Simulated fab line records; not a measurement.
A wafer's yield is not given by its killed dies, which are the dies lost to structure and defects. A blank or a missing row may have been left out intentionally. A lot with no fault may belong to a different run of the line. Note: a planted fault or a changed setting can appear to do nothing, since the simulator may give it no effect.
fab line records | flow sky130
record lots=6 wafers=18 last-day=49
route steps=708 shown GATE_OXIDE@188 POLY_GATE@204 RES_PROTECT@206 PAD_OPEN@708
lots untouched by any fault: they come from a run of this same line in which no faults occurred
start-h: start of the lot's first displayed wafer, in hours after the record's first day | wait-h: hours since the lot's step before | " as in the row above | L1.1+2: a row that stands for several wafers | - no value present, or no start provided | * or withheld: withheld | < > ~ a bound
route shown NAME@n: NAME is a module with steps in the file, n the number in the route of the first one | usual: average and standard deviation across the fault-free wafers | same: alike in all rows | chamber/n: place in a boat | sites: each site's reading | _std_site: the values' standard deviation | _edge_site: outer sites' mean less inner sites' | radius-mm: for every site, how far away it sits from the centre of the wafer | mask NAME#n: copy n | behind: tool/chamber where the wafer was last shaped | hold: the reason the lot was held/the length of the hold in hours/how it ended | device: names the non-switching transistor (n, p or np) | end of line: tests of these same wafers at the route's end | a step without rows: its recipe alone | killed: count of dies lost to structure and defects at first sort (not the wafer's yield) | map: per-die view of a wafer (x killed, . not killed, _ where there is no die)
set.NAME: setting as actually run; set.NAME@STEP: the setting as run at that earlier step | model.NAME: the simulator's own value behind a step, which no gauge read
a table for each step, a row for each wafer; lots at some steps of the route
services: a tool's chamber out of use, with start hour (start-h, from the record's first day; less than 0 if before it), hours out, and reason
## steps
# step SKY_GATE_OXIDE_OXIDATION_01
# recipe temp-c=900 ambient=O2 stabilise-s=600 purge-s=300 target-thk-a=102.68 ox-time-s=1473
# step SKY_GATE_OXIDE_THK_MEAS_02
# recipe reads=SiO2_of_GATE_OXIDE_OXIDATION_01
# usual GATE_OXIDE_OXIDATION_00_THK=10.37/0.19
# columns lot.wafer tool chamber start-h wait-h GATE_OXIDE_OXIDATION_00_THK[nm]
L913.1 film-metro-01 - 300.91 0.0 10.25
L913.3 " - " " 10.10
L913.4 " - " " 10.18
L915.1 film-metro-03 - 318.11 0.0 10.31
L915.3 " - " " 10.33
L915.4 " - " " 10.26
L916.2 film-metro-01 - 323.78 0.0 10.33
L916.4 " - " " 10.38
L916.5 " - " " 10.44
L918.3 film-metro-01 - 347.09 0.0 10.86
L918.4 " - " " 10.71
L918.6 " - " " 10.75
L926.4 film-metro-02 - 405.65 0.0 10.52
L926.5 " - " " 10.31
L926.6 " - " " 10.47
L927.2 film-metro-01 - 416.72 0.0 10.44
L927.3 " - " " 10.20
L927.6 " - " " 10.47
# step SKY_GATE_OXIDE_DEHYDRATE_03
# recipe temp-c=200 time-s=60
# step SKY_GATE_OXIDE_HMDS_04
# recipe prime-time-s=60 prime-temp-c=120
# step SKY_GATE_OXIDE_COAT_05
# recipe resist=NOVOLAK spin-rpm=3000 resist-thk-nm=1140
# step SKY_GATE_OXIDE_SOFTBAKE_06
# recipe temp-c=90 time-s=60 resist=NOVOLAK
# step SKY_GATE_OXIDE_EXPOSE_07
# recipe mask-id=LVOM na=0.6 source-shape=conventional sigma-outer=0.6 polarization=unpolarized target-cd-nm=600 dose-mj=170
# step SKY_GATE_OXIDE_PEB_08
# recipe temp-c=withheld time-s=* resist=NOVOLAK
# step SKY_GATE_OXIDE_DEVELOP_09
# recipe resist=NOVOLAK developer=TMAH develop-time-s=60 dev-temp-c=23
# step SKY_GATE_OXIDE_OVL_MEAS_10
# usual GATE_OXIDE_OVL=0.3/1.2
# columns lot.wafer tool chamber start-h wait-h GATE_OXIDE_OVL[nm]
L913.1 overlay-01 - 327.05 0.1 1.0
L913.3 " - " " -0.6
L913.4 " - " " -0.9
L915.1 overlay-01 - 344.15 0.1 -1.8
L915.3 " - " " -0.4
L915.4 " - " " -1.0
L916.2 overlay-01 - 350.12 0.1 1.0
L916.4 " - " " 2.0
L916.5 " - " " 0.7
L918.3 overlay-02 - 374.97 0.1 0.4
L918.4 " - " " 1.1
L918.6 " - " " 0.3
L926.4 overlay-02 - 435.18 0.1 1.9
L926.5 " - " " -1.8
L926.6 " - " " 0.3
L927.2 overlay-01 - 447.45 0.1 -2.4
L927.3 " - " " -1.4
L927.6 " - " " -1.0
# step SKY_GATE_OXIDE_IMPLANT_11
# recipe species=B energy-kev=10.18 dose-cm2=2.6e+12 tilt-deg=withheld
# step SKY_GATE_OXIDE_WET_ETCH_12
# recipe chemistry=dHF target-depth-nm=16.8 dry=n2-spin target=SiO2 dilution=100:1 temp-c=25 time-s=336
# step SKY_GATE_OXIDE_STRIP_13
# recipe chemistry=O2/N2 power-w=1400 pressure-mtorr=1500 platen-temp-c=withheld o2-flow-sccm=3000 n2-flow-sccm=300 overash-fraction=0.5
# usual drypump-motor-current-A=5.5/0.52 o2-flow-sccm=3001/9.2 oes-product-au=0.715/0.0042 strip-time-to-endpoint-s=14.17/0.042
# same overash-fraction=0.5
# columns lot.wafer tool chamber start-h wait-h drypump-motor-current-A o2-flow-sccm oes-product-au rf-hours-counter-h strip-time-to-endpoint-s
L913.1 plasma-asher-01 1 327.33 0.0 5.5 2988 0.722 63 14.18
L913.3 " 0 " " 4.9 3006 0.719 - 14.21
L913.4 " 1 " " 5.5 2991 0.714 - 14.18
L915.1 plasma-asher-04 1 344.44 0.0 5.4 2987 0.731 50 14.12
L915.3 " 0 " " 6.3 3006 0.709 - 14.18
L915.4 " 1 " " 5.4 2993 0.706 - 14.15
L916.2 plasma-asher-03 0 350.40 0.0 5.7 3009 0.709 23 14.18
L916.4 " 1 " " 4.7 3009 0.723 - 14.18
L916.5 " 0 " " 5.7 2996 0.710 - 14.18
L918.3 plasma-asher-03 0 375.28 0.0 5.7 3004 0.716 - 14.23
L918.4 " 1 " " 4.6 2981 0.713 - 14.23
L918.6 " 0 " " 5.7 2995 0.714 - 14.23
L926.4 plasma-asher-01 0 435.48 0.0 5.0 3007 0.717 - 14.13
L926.5 " 1 " " 5.5 2990 0.711 - 14.19
L926.6 " 0 " " 4.9 2996 0.713 - 14.22
L927.2 plasma-asher-01 1 447.73 0.0 5.5 2993 0.711 1 14.14
L927.3 " 0 " " 4.9 3012 0.718 - 14.13
L927.6 " 1 " " 5.5 3003 0.708 - 14.17
# step SKY_GATE_OXIDE_TW_MEAS_14
# usual GATE_OXIDE_TW=226.5/2.9
# columns lot.wafer tool chamber start-h wait-h GATE_OXIDE_TW
L913.1 film-metro-01 - 327.43 0.1 224.8
L913.3 " - " " 224.3
L913.4 " - " " 224.1
L915.1 film-metro-02 - 344.54 0.1 228.8
L915.3 " - " " 231.2
L915.4 " - " " 229.7
L916.2 film-metro-03 - 350.51 0.1 224.2
L916.4 " - " " 223.1
L916.5 " - " " 224.4
L918.3 film-metro-01 - 375.37 0.1 224.9
L918.4 " - " " 224.6
L918.6 " - " " 224.3
L926.4 film-metro-01 - 435.58 0.1 222.9
L926.5 " - " " 223.2
L926.6 " - " " 224.1
L927.2 film-metro-03 - 447.84 0.1 225.5
L927.3 " - " " 224.4
L927.6 " - " " 224.4
# step SKY_GATE_OXIDE_CLEAN_15
# recipe chemistry=SC1/SC2 mix=1:4:20 temp-c=70 time-s=150 dry=n2-spin
# step SKY_GATE_OXIDE_OXIDATION_16
# recipe temp-c=800 ambient=O2 idle-temp-c=700 ramp-up-c-per-min=10 ramp-down-c-per-min=3 stabilise-s=600 purge-s=300 target-thk-a=35.7 ox-time-s=1915
# step SKY_POLY_GATE_CVD_00
# recipe material=poly-Si target-thk-nm=180 temp-c=620 time-s=720 pressure-mtorr=200
# step SKY_POLY_GATE_THK_MEAS_01
# recipe reads=poly-Si_of_POLY_GATE_CVD_00
# usual POLY_GATE_CVD_00_THK=179.8/1.5
# columns lot.wafer tool chamber start-h wait-h POLY_GATE_CVD_00_THK[nm]
L913.1 film-metro-01 - 331.12 0.0 179.4
L913.3 " - " " 181.4
L913.4 " - " " 181.4
L915.1 film-metro-02 - 348.27 0.0 183.9
L915.3 " - " " 182.1
L915.4 " - " " 182.0
L916.2 film-metro-01 - 353.81 0.0 178.7
L916.4 " - " " 180.4
L916.5 " - " " 179.4
L918.3 film-metro-01 - 379.38 0.0 180.2
L918.4 " - " " 178.9
L918.6 " - " " 180.8
L926.4 film-metro-02 - 438.42 0.0 177.6
L926.5 " - " " 178.1
L926.6 " - " " 179.7
L927.2 film-metro-04 - 450.74 0.0 179.1
L927.3 " - " " 181.4
L927.6 " - " " 178.8
# step SKY_RES_PROTECT_DEHYDRATE_00
# recipe temp-c=200 time-s=60
# step SKY_RES_PROTECT_HMDS_01
# recipe prime-time-s=60 prime-temp-c=120
# step SKY_RES_PROTECT_COAT_02
# recipe resist=NOVOLAK spin-rpm=3000 resist-thk-nm=1140
# step SKY_RES_PROTECT_SOFTBAKE_03
# recipe temp-c=90 time-s=60 resist=NOVOLAK
# step SKY_RES_PROTECT_EXPOSE_04
# recipe mask-id=RPM na=0.6 source-shape=conventional sigma-outer=0.6 polarization=unpolarized target-cd-nm=1270 dose-mj=131
# step SKY_RES_PROTECT_PEB_05
# recipe temp-c=withheld time-s=* resist=NOVOLAK
# step SKY_RES_PROTECT_DEVELOP_06
# recipe resist=NOVOLAK developer=TMAH develop-time-s=60 dev-temp-c=23
# step SKY_POLY_GATE_IMPLANT_02
# recipe species=P energy-kev=30.48 dose-cm2=7.7e+15 tilt-deg=0
# step SKY_RES_PROTECT_STRIP_07
# recipe chemistry=O2/N2 power-w=1400 pressure-mtorr=1500 platen-temp-c=withheld o2-flow-sccm=3000 n2-flow-sccm=300 overash-fraction=0.5
# usual drypump-motor-current-A=5.4/0.54 o2-flow-sccm=3002/9.4 oes-product-au=0.516/0.0048 strip-time-to-endpoint-s=23.43/0.042
# same overash-fraction=0.5
# columns lot.wafer tool chamber start-h wait-h drypump-motor-current-A o2-flow-sccm oes-product-au rf-hours-counter-h strip-time-to-endpoint-s
L913.1 plasma-asher-03 1 357.91 0.1 4.7 3006 0.514 24 23.40
L913.3 " 1 " " 4.7 3000 0.518 - 23.37
L913.4 " 0 " " 5.8 2988 0.511 - 23.41
L915.1 plasma-asher-01 0 376.21 0.1 4.9 2996 0.518 69 23.42
L915.3 " 1 " " 5.5 3000 0.519 - 23.48
L915.4 " 0 " " 5.0 2997 0.514 - 23.46
L916.2 plasma-asher-03 1 381.81 0.1 4.7 2999 0.513 27 23.46
L916.4 " 1 " " 4.7 2984 0.523 - 23.45
L916.5 " 0 " " 5.7 3014 0.526 - 23.43
L918.3 plasma-asher-03 1 408.39 0.1 4.7 3007 0.517 - 23.43
L918.4 " 0 " " 5.7 2998 0.516 - 23.39
L918.6 " 0 " " 5.7 3001 0.523 - 23.46
L926.4 plasma-asher-01 0 469.24 0.1 5.0 3004 0.518 - 23.47
L926.5 " 1 " " 5.5 3009 0.511 - 23.39
L926.6 " 0 " " 5.0 3005 0.514 - 23.48
L927.2 plasma-asher-01 0 481.19 0.1 5.0 3003 0.519 5 23.47
L927.3 " 1 " " 5.5 2999 0.517 - 23.38
L927.6 " 0 " " 4.9 3009 0.514 - 23.41
# step SKY_RES_PROTECT_TW_MEAS_08
# usual POLY_GATE_TW=4048/22
# columns lot.wafer tool chamber start-h wait-h POLY_GATE_TW
L913.1 film-metro-04 - 358.01 0.1 4080
L913.3 " - " " 4088
L913.4 " - " " 4061
L915.1 film-metro-03 - 376.31 0.1 4014
L915.3 " - " " 4019
L915.4 " - " " 4040
L916.2 film-metro-01 - 381.92 0.1 4040
L916.4 " - " " 4064
L916.5 " - " " 4058
L918.3 film-metro-01 - 408.48 0.1 4027
L918.4 " - " " 4000
L918.6 " - " " 4008
L926.4 film-metro-01 - 469.34 0.1 4020
L926.5 " - " " 4059
L926.6 " - " " 4042
L927.2 film-metro-01 - 481.30 0.1 4037
L927.3 " - " " 4016
L927.6 " - " " 4023
# step SKY_RES_PROTECT_CLEAN_09
# recipe chemistry=SC1/SC2 mix=1:4:20 temp-c=70 time-s=150 dry=n2-spin
# step SKY_POLY_GATE_CVD_03
# recipe material=Si3N4 precursor=DCS/NH3 target-thk-nm=75 temp-c=770 time-s=1290 pressure-mtorr=250
# step SKY_POLY_GATE_THK_MEAS_04
# recipe reads=Si3N4_of_POLY_GATE_CVD_03
# usual POLY_GATE_CVD_03_THK=75.2/0.55
# columns lot.wafer tool chamber start-h wait-h POLY_GATE_CVD_03_THK[nm]
L913.1 film-metro-02 - 360.91 0.0 75.3
L913.3 " - " " 74.8
L913.4 " - " " 75.1
L915.1 film-metro-02 - 377.78 0.0 75.4
L915.3 " - " " 75.5
L915.4 " - " " 75.6
L916.2 film-metro-04 - 383.39 0.0 75.6
L916.4 " - " " 74.6
L916.5 " - " " 75.0
L918.3 film-metro-01 - 412.45 0.0 74.8
L918.4 " - " " 74.9
L918.6 " - " " 75.2
L926.4 film-metro-04 - 470.81 0.0 74.9
L926.5 " - " " 74.8
L926.6 " - " " 74.8
L927.2 film-metro-04 - 483.04 0.0 74.6
L927.3 " - " " 74.6
L927.6 " - " " 74.6
# step SKY_POLY_GATE_DEHYDRATE_05
# recipe temp-c=200 time-s=60
# step SKY_POLY_GATE_HMDS_06
# recipe prime-time-s=60 prime-temp-c=120
# step SKY_POLY_GATE_COAT_07
# recipe resist=BARC temp-c=withheld time-s=withheld spin-rpm=3000 resist-thk-nm=110
# step SKY_POLY_GATE_COAT_08
# recipe resist=KrF-thick spin-rpm=3000 resist-thk-nm=450
# step SKY_POLY_GATE_SOFTBAKE_09
# recipe temp-c=100 time-s=90 resist=KrF-thick
# step SKY_POLY_GATE_EXPOSE_10
# recipe mask-id=P1M na=0.68 source-shape=conventional sigma-outer=0.6 target-cd-nm=150 dose-mj=28
# step SKY_POLY_GATE_PEB_11
# recipe peb-temp-c=withheld peb-time-s=withheld resist=KrF-thick
# step SKY_POLY_GATE_DEVELOP_12
# recipe develop-time-s=60 resist=KrF-thick dev-temp-c=21
# step SKY_POLY_GATE_CD_MEAS_13
# recipe target-cd-nm=150
# usual cd-nm=150.0/1.5
# columns lot.wafer tool chamber start-h wait-h cd-nm
L913.1 cd-sem-01 - 390.00 - 150.0
L913.3 " - " " 149.2
L913.4 " - " " 148.0
L915.1 cd-sem-02 - 406.60 - 148.6
L915.3 " - " " 151.1
L915.4 " - " " 149.9
L916.2 cd-sem-01 - 411.92 - 147.7
L916.4 " - " " 146.0
L916.5 " - " " 148.5
L918.3 cd-sem-01 - 442.84 - 148.3
L918.4 " - " " 148.0
L918.6 " - " " 146.6
L926.4 cd-sem-01 - 501.71 - 151.2
L926.5 " - " " 151.9
L926.6 " - " " 152.3
L927.2 cd-sem-01 - 513.86 - 150.6
L927.3 " - " " 150.1
L927.6 " - " " 150.0
# step SKY_POLY_GATE_OVL_MEAS_14
# usual POLY_GATE_OVL=-5/5.1
# columns lot.wafer tool chamber start-h wait-h POLY_GATE_OVL[nm]
L913.1 overlay-02 - 390.12 0.1 -7
L913.3 " - " " -2
L913.4 " - " " -7
L915.1 overlay-02 - 406.72 0.1 -2
L915.3 " - " " -3
L915.4 " - " " -4
L916.2 overlay-02 - 412.02 0.1 -7
L916.4 " - " " -2
L916.5 " - " " -3
L918.3 overlay-01 - 442.93 0.1 -7
L918.4 " - " " -7
L918.6 " - " " -10
L926.4 overlay-02 - 501.79 0.1 -2
L926.5 " - " " -5
L926.6 " - " " -4
L927.2 overlay-02 - 513.97 0.1 -2
L927.3 " - " " -2
L927.6 " - " " -5
# step SKY_POLY_GATE_ETCH_15
# recipe chemistry=N2/H2 target=BARC ion-energy-ev=200 source-w=500 bias-w=100 pressure-mtorr=30 n2-flow-sccm=100 h2-flow-sccm=200 stop-on=SiO2 time-s=118.5 target-depth-a=1100
# usual bias-w=100.0/0.3 drypump-motor-current-A=5.7/0.38 h2-flow-sccm=199.9/0.57 oes-product-au=0.716/0.0047 throttle-valve-pct=13.213/0.0094
# columns lot.wafer tool chamber start-h wait-h bias-w drypump-motor-current-A h2-flow-sccm oes-product-au rf-hours-counter-h throttle-valve-pct
L913.1 rie-diel-02 0 390.15 0.0 100.3 5.5 200.5 0.720 78 13.214
L913.3 " 2 " " 100.0 6.2 199.8 0.721 26 13.206
L913.4 " 1 " " 100.1 6.0 200.7 0.719 3 13.197
L915.1 rie-diel-03 3 406.76 0.0 100.1 5.4 200.0 0.716 5 13.214
L915.3 " 1 " " 99.8 5.5 200.3 0.729 2 13.209
L915.4 " 2 " " 100.3 5.6 199.6 0.714 91 13.205
L916.2 rie-diel-02 1 412.05 0.0 100.3 6.0 200.7 0.720 4 13.202
L916.4 " 0 " " 99.7 5.5 200.0 0.711 - 13.212
L916.5 " 2 " " 99.7 6.2 199.2 0.711 - 13.222
L918.3 rie-diel-03 2 442.95 0.0 100.0 5.7 200.1 0.708 92 13.215
L918.4 " 1 " " 99.9 5.5 199.5 0.712 3 13.207
L918.6 " 0 " " 100.4 5.9 200.9 0.719 - 13.220
L926.4 rie-diel-04 0 501.85 0.1 100.1 5.1 199.6 0.716 - 13.217
L926.5 " 1 " " 99.7 4.8 200.7 0.715 - 13.221
L926.6 " 3 " " 100.2 6.2 200.5 0.720 - 13.230
L927.2 rie-diel-02 3 514.00 0.0 99.5 5.7 200.1 0.716 2 13.214
L927.3 " 0 " " 100.3 5.6 199.5 0.708 81 13.204
L927.6 " 0 " " 99.7 5.6 200.2 0.717 - 13.194
# step SKY_PAD_OPEN_PROBE_99
# usual killed_at_M0_to_M3=43/6.9 killed_at_M4_up=3.2/2 killed-at-contacts=25/5.1 killed-at-front-end=15/4.5 killed-at-other=0.2/0.51 killed-dies=85/9.5 killed-open=48/6.9 killed-short=38/6.7
# same gross-dies=492 killed-at-back-side=0
# columns lot.wafer tool chamber start-h wait-h hold killed_at_M0_to_M3 killed_at_M4_up killed-at-contacts killed-at-front-end killed-at-other killed-dies killed-open killed-short
L913.1 prober-02 - 1087.82 0.1 - 33 1 18 10 0 62 38 24
L913.3 prober-02 - 1087.92 0.2 - 30 4 22 17 0 73 42 31
L913.4 prober-02 - 1087.97 0.2 - 44 2 27 14 0 87 42 45
L915.1 prober-02 - 1100.28 0.1 - 44 1 24 11 0 80 52 28
L915.3 prober-02 - 1100.38 0.2 - 40 5 19 6 0 70 37 33
L915.4 prober-02 - 1100.43 0.2 - 45 2 15 17 1 80 45 35
L916.2 prober-01 - 1101.44 0.1 - 49 2 36 15 0 102 54 48
L916.4 prober-01 - 1101.54 0.2 - 45 3 30 11 0 89 48 41
L916.5 prober-01 - 1101.59 0.2 - 45 5 25 4 1 80 49 31
L918.3 prober-01 - 1123.11 0.2 - 47 2 27 18 0 94 59 35
L918.4 prober-01 - 1123.16 0.2 - 46 3 24 11 0 84 48 36
L918.6 prober-01 - 1123.26 0.2 - 53 1 15 19 0 88 49 39
L926.4 prober-01 - 1159.37 0.2 await-dispo/4.1h/release 50 6 20 66 0 142 45 50
L926.5 prober-01 - 1159.42 0.2 await-dispo/4.1h/release 53 5 17 9 0 84 40 44
L926.6 prober-01 - 1159.47 0.2 await-dispo/4.1h/release 39 4 18 61 0 122 36 34
L927.2 prober-02 - 1165.52 0.1 await-dispo/6.9h/release 39 1 36 15 0 91 51 40
L927.3 prober-02 - 1165.57 0.2 await-dispo/6.9h/release 44 2 25 64 0 135 50 37
L927.6 prober-02 - 1165.72 0.2 await-dispo/6.9h/release 52 5 26 17 0 100 58 42
# killed by level:class
L913.1 CONTACT:geometric-particle:open=9 VIA2:geometric-particle:open=9 FIELD_ISO:geometric-particle:open=4 METAL1:geometric-particle:short=4 VIA1:geometric-particle:open=4 METAL2:geometric-particle:open=4 VIA3:geometric-particle:open=4 LI_CONTACT:geometric-particle:short=3
L913.3 CONTACT:geometric-particle:open=11 VIA3:geometric-particle:open=9 VIA2:geometric-particle:open=6 FIELD_ISO:geometric-particle:short=5 VIA1:geometric-particle:open=5 POLY_GATE:geometric-particle:short=4 LI_CONTACT:geometric-particle:short=3 LI_CONTACT:geometric-particle:open=3
L913.4 CONTACT:geometric-particle:open=9 METAL1:geometric-particle:short=9 VIA1:geometric-particle:open=7 VIA3:geometric-particle:open=6 VIA2:geometric-particle:open=6 FIELD_ISO:geometric-particle:short=5 POLY_GATE:geometric-particle:short=5 LI_CONTACT:geometric-particle:open=5
L915.1 VIA1:geometric-particle:open=11 VIA3:geometric-particle:open=11 LI_CONTACT:geometric-particle:open=9 METAL1:geometric-particle:short=7 CONTACT:geometric-particle:open=6 FIELD_ISO:geometric-particle:open=5 VIA2:geometric-particle:open=5 VIA1:geometric-particle:short=5
L915.3 METAL2:geometric-particle:short=7 VIA3:geometric-particle:open=7 CONTACT:geometric-particle:short=6 VIA1:geometric-particle:open=6 VIA2:geometric-particle:open=6 LI_CONTACT:geometric-particle:open=5 METAL1:geometric-particle:short=5 CONTACT:geometric-particle:open=4
L915.4 VIA1:geometric-particle:open=10 FIELD_ISO:geometric-particle:open=8 LI_CONTACT:geometric-particle:open=8 VIA3:geometric-particle:open=8 VIA1:geometric-particle:short=7 METAL2:geometric-particle:short=6 FIELD_ISO:geometric-particle:short=4 METAL1:geometric-particle:short=4
L916.2 CONTACT:geometric-particle:open=11 LI_CONTACT:geometric-particle:open=10 VIA1:geometric-particle:open=8 VIA2:geometric-particle:open=8 CONTACT:geometric-particle:short=7 METAL1:geometric-particle:short=7 METAL3:geometric-particle:short=6 METAL2:geometric-particle:short=5
L916.4 VIA1:geometric-particle:open=8 VIA3:geometric-particle:open=8 LI_CONTACT:geometric-particle:open=8 LOCAL_INTERCONNECT:geometric-particle:short=7 CONTACT:geometric-particle:open=7 CONTACT:geometric-particle:short=5 VIA1:geometric-particle:short=5 VIA2:geometric-particle:open=5
L916.5 VIA1:geometric-particle:open=16 CONTACT:geometric-particle:open=10 VIA2:geometric-particle:open=7 LI_CONTACT:geometric-particle:open=5 VIA3:geometric-particle:open=5 LOCAL_INTERCONNECT:geometric-particle:short=4 CONTACT:geometric-particle:short=4 VIA1:geometric-particle:short=3
L918.3 VIA1:geometric-particle:open=13 LI_CONTACT:geometric-particle:open=9 CONTACT:geometric-particle:open=9 POLY_GATE:geometric-particle:open=6 VIA2:geometric-particle:open=6 FIELD_ISO:geometric-particle:open=5 VIA3:geometric-particle:open=5 LOCAL_INTERCONNECT:geometric-particle:short=4
L918.4 VIA1:geometric-particle:open=10 VIA3:geometric-particle:open=9 CONTACT:geometric-particle:open=8 LI_CONTACT:geometric-particle:open=8 CONTACT:geometric-particle:short=7 METAL1:geometric-particle:short=6 VIA2:geometric-particle:open=6 VIA1:geometric-particle:short=4
L918.6 VIA3:geometric-particle:open=12 CONTACT:geometric-particle:open=9 METAL2:geometric-particle:short=9 VIA1:geometric-particle:open=8 FIELD_ISO:geometric-particle:short=7 METAL1:geometric-particle:short=6 VIA2:geometric-particle:open=6 FIELD_ISO:geometric-particle:open=4
L926.4 GATE_OXIDE:unspecified=47 METAL1:geometric-particle:short=10 POLY_GATE:geometric-particle:short=8 LI_CONTACT:geometric-particle:open=8 VIA1:geometric-particle:open=7 VIA2:geometric-particle:open=7 LOCAL_INTERCONNECT:geometric-particle:short=5 METAL2:geometric-particle:short=5
L926.5 VIA1:geometric-particle:open=8 VIA3:geometric-particle:open=7 METAL1:geometric-particle:short=7 CONTACT:geometric-particle:short=6 VIA1:geometric-particle:short=6 METAL2:geometric-particle:short=6 VIA2:geometric-particle:open=6 LI_CONTACT:geometric-particle:open=5
L926.6 GATE_OXIDE:unspecified=52 METAL2:geometric-particle:short=8 VIA1:geometric-particle:open=7 FIELD_ISO:geometric-particle:open=6 CONTACT:geometric-particle:short=6 LI_CONTACT:geometric-particle:open=6 VIA2:geometric-particle:open=6 VIA3:geometric-particle:open=4
L927.2 VIA1:geometric-particle:open=10 LI_CONTACT:geometric-particle:open=9 LOCAL_INTERCONNECT:geometric-particle:short=9 CONTACT:geometric-particle:open=8 FIELD_ISO:geometric-particle:open=5 LI_CONTACT:geometric-particle:short=5 VIA2:geometric-particle:open=5 METAL1:geometric-particle:short=4
L927.3 GATE_OXIDE:unspecified=48 VIA1:geometric-particle:open=12 FIELD_ISO:geometric-particle:open=10 LI_CONTACT:geometric-particle:open=7 CONTACT:geometric-particle:short=7 CONTACT:geometric-particle:open=5 VIA1:geometric-particle:short=5 METAL2:geometric-particle:short=5
L927.6 VIA1:geometric-particle:open=16 CONTACT:geometric-particle:open=10 POLY_GATE:geometric-particle:open=7 LI_CONTACT:geometric-particle:open=7 METAL2:geometric-particle:short=7 METAL1:geometric-particle:short=6 VIA1:geometric-particle:short=6 VIA3:geometric-particle:open=5
# map L926.4 (x killed, . not)
__________....x....._________
________..x.........x._______
______.x..x..xx....x..x._____
_____.x.......x....x.....____
____...x..........xx..x...___
___..x..xx...x.x.......xx..__
__...........xxxx..........._
_...x.....x...xx.x.........x.
_......x.xxx.xxxxx.x..x.....x
_.xxx..xx.x.xxxxxxxxxx.xx....
_..x.x..x.xxxxxxxxxx.........
_.......x..xxxxxxx..x........
_x..x..x.xx.xxxxxxx.....x..x.
_...........x.xx.xx..x....x..
_....x..x.......x..x.........
__.x..xx.x..x..............._
___........x....x.....x...x__
____x..xx..xx....x.x.xxx..___
_____....x.x..x..x.x.x...____
______...........xx....._____
________..x.....x....._______
__________.x.x.....x_________
# map L927.3 (x killed, . not)
__________x........._________
________........x....x_______
______x..x.x..xxx..x...._____
_____.....x...x.....x....____
____...x....x..x...x.x....___
___....x.x.x..x..x..x.....x__
__x.....xx.x....x...x......._
_......x.x.xx.xxx.....x.x...x
_........x..xxx.x.x..........
_x.x....x.xxxxxxxxx..........
_..x.......xxxxxxxx.x.....xx.
_........x.xxxxxxxxx....x.x..
_x.......x.xxxxxxx.x.x..x....
_..x.x.x.....xxxx..xx........
_.....x.xxx.x.x.x............
__..x.xx........x....x......_
___......x.....x...xx......__
____........x.....x.x.....___
_____...............xxx.x____
______x.....x.....x....._____
________......x...x.xx_______
__________.....x...._________
## services
# columns tool chamber start-h hours kind
plasma-asher-03 - 314.61 1.6 repair
rie-diel-04 1 341.86 9.9 repair
plasma-asher-04 - 348.73 13.9 repair
rie-diel-04 - 367.94 0.2 repair
rie-diel-04 2 372.37 3.8 repair
rie-diel-02 1 375.96 4.3 repair
rie-diel-04 - 380.98 2.1 repair
rie-diel-04 - 391.67 0.4 repair
rie-diel-03 2 392.90 2.6 repair
rie-diel-02 3 395.84 - clean
rie-diel-02 3 395.84 18.9 scheduled-down
plasma-asher-04 - 407.49 2.8 pm
rie-diel-03 0 412.91 2.7 repair
plasma-asher-01 - 421.25 9.0 pm
plasma-asher-01 0 421.25 9.0 vent-cycle
plasma-asher-01 1 421.25 9.0 vent-cycle
rie-diel-04 3 426.66 2.5 repair
plasma-asher-01 0 430.25 - clean
plasma-asher-01 1 430.25 - clean
plasma-asher-03 - 463.79 1.7 repair
plasma-asher-03 - 471.92 1.0 repair
plasma-asher-04 - 490.14 3.5 repair
plasma-asher-03 - 496.46 1.6 repair
rie-diel-04 1 510.99 9.5 repair
## key
first-sign step=SKY_PAD_OPEN_PROBE_99 reading=killed-at-front-end direction=up sigmas=11 usual=15 struck=64
effect step=SKY_PAD_OPEN_PROBE_99 reading=killed-dies direction=up sigmas=5 usual=85 struck=133
met-at SKY_GATE_OXIDE_STRIP_13
struck-wafers L926.4,L926.6,L927.3
tester-left-out L926,L927
onset-between 327.33 435.48
fault kind=chamber-particle-source tool=plasma-asher-01 chamber=0 onset-h=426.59 steps=SKY_GATE_OXIDE_STRIP_13 rate-per-visit-cm2=0.62586 end-h=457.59
# tester-left-out: of these lots the tester's yield and bins aren't shown, on N5 and GAA mostly nor the transistor test; their killed dies are dies lost to structure and defects alone, not to doping, threshold or leakage, so they don't give the yield
